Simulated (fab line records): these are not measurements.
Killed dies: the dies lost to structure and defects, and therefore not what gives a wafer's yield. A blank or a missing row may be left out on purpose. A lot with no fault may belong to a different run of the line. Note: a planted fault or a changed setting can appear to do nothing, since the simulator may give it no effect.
Which tool is to blame? ; flow sky130 ; Sampling: 24 lots, 72 wafers, 2 of 708 route steps

== WHAT THE GAUGES SHOWED, per wafer ==
SKY_POLY_GATE_THK_MEAS_04.
lot;measured;on;POLY_GATE_CVD_03_THK (nm)
L074;day 15 10:25;filmMetro-01;75.4 75.1 75.4
L075;day 15 19:22;filmMetro-04;74.8 74.6 74.2
L076;day 16 03:07;filmMetro-03;75.1 74.9 75.5
L077;day 16 15:25;filmMetro-01;74.6 75.2 74.4
L078;day 17 12:56;filmMetro-04;73.2 72.8 73.8
L079;day 17 12:56;filmMetro-01;73.8 74.3 74.2
L080;day 17 12:56;filmMetro-03;74.2 74.1 75.1
L081;day 17 20:10;filmMetro-03;75.1 74.6 74.9
L082;day 18 13:01;filmMetro-01;74.5 74.1 74.0
L083;day 18 15:07;filmMetro-03;74.7 75.2 74.9
L084;day 19 06:43;filmMetro-01;75.7 75.4 75.4
L085;day 19 06:40;filmMetro-01;75.8 75.6 75.2
L086;day 19 11:02;filmMetro-04;74.7 75.6 75.2
L087;day 19 23:43;filmMetro-04;76.1 75.4 75.5
L088;day 20 09:07;filmMetro-04;74.6 75.1 76.1
L089;day 20 18:04;filmMetro-01;74.7 75.1 74.8
L090;day 21 05:12;filmMetro-04;75.4 74.9 74.6
L092;day 21 21:08;filmMetro-01;75.6 75.3 74.6
L091;day 21 23:31;filmMetro-04;75.0 75.7 74.9
L093;day 22 05:04;filmMetro-04;75.3 75.2 75.2
L094;day 22 14:22;filmMetro-01;75.6 75.7 75.6
L096;day 23 05:52;filmMetro-01;74.8 74.4 74.7
L095;day 23 08:59;filmMetro-01;73.8 73.8 73.7
L097;day 24 01:19;filmMetro-01;75.1 74.7 74.1

== WHICH TOOL RAN EACH LOT (tool, then ch and the chambers of the sampled wafers, then the start) ==
lot;SKY_NWELL_STRIP_25
L074;plasmaAsher-03 ch 0,1, day 5 13:24
L075;plasmaAsher-03 ch 0,1, day 5 18:19
L076;plasmaAsher-01 ch 0,1, day 6 00:45
L077;plasmaAsher-01 ch 0,1, day 6 08:12
L078;plasmaAsher-03 ch 0, day 6 11:26
L079;plasmaAsher-01 ch 0,1, day 6 16:00
L080;plasmaAsher-03 ch 0,1, day 6 21:18
L081;plasmaAsher-03 ch 0,1, day 7 00:21
L082;plasmaAsher-01 ch 0,1, day 7 14:05
L083;plasmaAsher-04 ch 1, day 7 15:02
L084;plasmaAsher-03 ch 0,1, day 7 22:12
L085;plasmaAsher-03 ch 0,1, day 8 00:44
L086;plasmaAsher-01 ch 0,1, day 8 06:09
L087;plasmaAsher-04 ch 0,1, day 8 12:49
L088;plasmaAsher-03 ch 0,1, day 8 19:59
L089;plasmaAsher-01 ch 0,1, day 9 02:47
L090;plasmaAsher-04 ch 0,1, day 9 10:26
L092;plasmaAsher-03 ch 0,1, day 9 23:07
L091;plasmaAsher-04 ch 0,1, day 9 23:51
L093;plasmaAsher-03 ch 0,1, day 10 03:56
L094;plasmaAsher-04 ch 0,1, day 10 11:39
L096;plasmaAsher-03 ch 0,1, day 11 00:21
L095;plasmaAsher-01 ch 0,1, day 11 00:50
L097;plasmaAsher-04 ch 0,1, day 11 13:08
- SKY_NWELL_STRIP_25: strips in O2/N2.

== WHAT THE TOOLS THEMSELVES READ (means of the sampled wafers that have a number; where no wafer has one, the mark that the record gives instead) ==
SKY_NWELL_STRIP_25.
lot;tool;drypumpMotorCurrentA (A);n2FlowSccm (sccm);oesProductAu (a.u.);stripTimeToEndpointS (s)
L074;plasmaAsher-03;6.02;300.5;0.723;36.79
L075;plasmaAsher-03;6.04;299.6;0.723;37.05
L076;plasmaAsher-01;5.98;299.9;0.722;37.02
L077;plasmaAsher-01;6.00;300.1;0.715;37.00
L078;plasmaAsher-03;5.79;301.0;0.719;37.01
L079;plasmaAsher-01;6.08;300.6;0.724;37.03
L080;plasmaAsher-03;6.05;299.9;0.722;36.94
L081;plasmaAsher-03;6.29;300.9;0.720;37.03
L082;plasmaAsher-01;6.00;300.4;0.722;36.92
L083;plasmaAsher-04;6.24;300.7;0.722;36.85
L084;plasmaAsher-03;6.28;300.2;0.724;36.88
L085;plasmaAsher-03;6.29;299.9;0.723;36.98
L086;plasmaAsher-01;5.98;299.5;0.724;37.00
L087;plasmaAsher-04;6.16;299.7;0.724;36.88
L088;plasmaAsher-03;6.25;299.4;0.724;36.85
L089;plasmaAsher-01;6.07;299.6;0.724;36.89
L090;plasmaAsher-04;6.13;299.3;0.725;37.04
L092;plasmaAsher-03;6.26;299.3;0.719;37.02
L091;plasmaAsher-04;6.17;299.4;0.722;36.99
L093;plasmaAsher-03;6.04;300.7;0.722;36.95
L094;plasmaAsher-04;6.13;299.7;0.721;36.87
L096;plasmaAsher-03;6.01;299.7;0.722;36.86
L095;plasmaAsher-01;6.07;301.0;0.721;36.94
L097;plasmaAsher-04;6.20;299.2;0.726;36.85

== THE ANSWER, worked out from the rows above alone ==
Rule: the lots themselves supply what counts as usual. The widest of any qualifying gaps counts: lots, ordered by their means at a reading, are off when they make up no more than a third of the lots, leave a main group of 4 or more, and stand apart from it by 3 or more times the standard deviation of that group's means. If all means in a main group match to the digits the tables above print for the reading, that group is not used. Also off: a lot with no number at a reading for which 4 or more lots have one. Any other lot the step has rows for is counted as sound. Order of review: gauges by route order, followed by the tools' own readings, for which a lot's mean as printed above is used. At the first step where some lot is off, the reading lying furthest off is the one used; lots without a number count as furthest.
None of the lots is off at any reading shown; this tells nothing.

== WHAT HAD BEEN PUT IN BY THE SIMULATOR ==
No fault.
